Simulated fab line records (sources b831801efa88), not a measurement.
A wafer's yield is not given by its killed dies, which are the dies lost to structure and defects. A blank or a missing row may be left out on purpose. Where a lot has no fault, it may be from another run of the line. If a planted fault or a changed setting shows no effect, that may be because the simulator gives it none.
Code-filled problem report in 8D (eight disciplines) form + flow sky130 + the parts of the form that need people (team, actions taken, sign-off) are left out

1. THE PROBLEM
Mean of runLengthS at SKY_VIA1_ETCH_15: 86.2 s across 6 wafers in 2 lots; on wafers with no fault it is 82.4 s (standard deviation 0.49). That puts it +7.8 standard deviations away from the usual mean.
The step: etches SiO2 in C4F8/O2/Ar, stops on TiN, target depth 351 nm, time 54 s.
Seen first at day 37 20:46 on rieDiel-04, wafer L377.1. At this step, 18 wafers from 6 lots have a number in the record. The rule behind "out" and "out of limits": a value lying over 4 standard deviations away from the usual mean. The other wafers with a number count as sound.

2. WHAT IT IS; WHAT IT IS NOT
| question                    | is                     | is not                                                                   |
|-----------------------------|------------------------|--------------------------------------------------------------------------|
| which readings at this step | runLengthS             | -                                                                        |
| which lots                  | L377, L381             | L370, L375, L378, L386                                                   |
| which wafers of those lots  | all that have a number | -                                                                        |
| read on which tools         | rieDiel-04             | rieDiel-02, rieDiel-03                                                   |
| when                        | from day 37 20:46      | up to then (6 sound wafers); but 6 sound wafers of L378, L386 came after |

3. THE SUSPECTS, EACH WITH WHAT RULES IT OUT
Counting: a tool at any process step up to the reading remains a suspect when it ran all the lots that are out and ran no sound lot after the first of those.
- rieDiel-04 at SKY_VIA1_ETCH_14 (etches BARC in N2/H2, stops on SiO2, time 45.9 s, target depth 60 nm): kept. All lots that are out passed through it, beginning with L377 at day 37 20:44, and no sound lot followed; its final sound lot before that point was L370 at day 35 16:28.
- rieDiel-04 at SKY_VIA1_ETCH_15 (etches SiO2 in C4F8/O2/Ar, stops on TiN, target depth 351 nm, time 54 s): kept. All lots that are out passed through it, beginning with L377 at day 37 20:46, and no sound lot followed; its final sound lot before that point was L370 at day 35 16:30. Its own readings are out on those wafers: runLengthS.
Left after counting: rieDiel-04 at SKY_VIA1_ETCH_14, rieDiel-04 at SKY_VIA1_ETCH_15.

4. THE CAUSE (what the simulator had put in)
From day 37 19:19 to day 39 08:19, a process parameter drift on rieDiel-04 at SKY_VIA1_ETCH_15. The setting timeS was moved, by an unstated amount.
This tool is one of the 2 suspects left after counting.

5. THE CHAIN OF EFFECTS, in route order
Each row: a reading whose mean over the struck wafers that have a number lies more than 3 standard deviations from the usual. Only readings whose record carries a usual standard deviation are examined. hours: median over the lots of the time between each lot's start at the first step of this table that gives one and its start at this step. sigmas: the change, counted in usual standard deviations.
| hours | step             | reading      | usual      | on struck wafers | change | sigmas |
|-------|------------------|--------------|------------|------------------|--------|--------|
| 0     | SKY_VIA1_ETCH_15 | oesProductAu | 0.980 a.u. | 0.948            | -0.032 | -4.9   |
| 0     | SKY_VIA1_ETCH_15 | runLengthS   | 82.4 s     | 86.2             | +3.8   | +7.8   |
Process steps it contains:
- SKY_VIA1_ETCH_15: etches SiO2 in C4F8/O2/Ar, stops on TiN, target depth 351 nm, time 54 s.

6. HOW IT WOULD HAVE BEEN CAUGHT EARLIER
In this record the first reading out of limits was taken at day 37 20:46, 1 hour after the fault began at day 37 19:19.
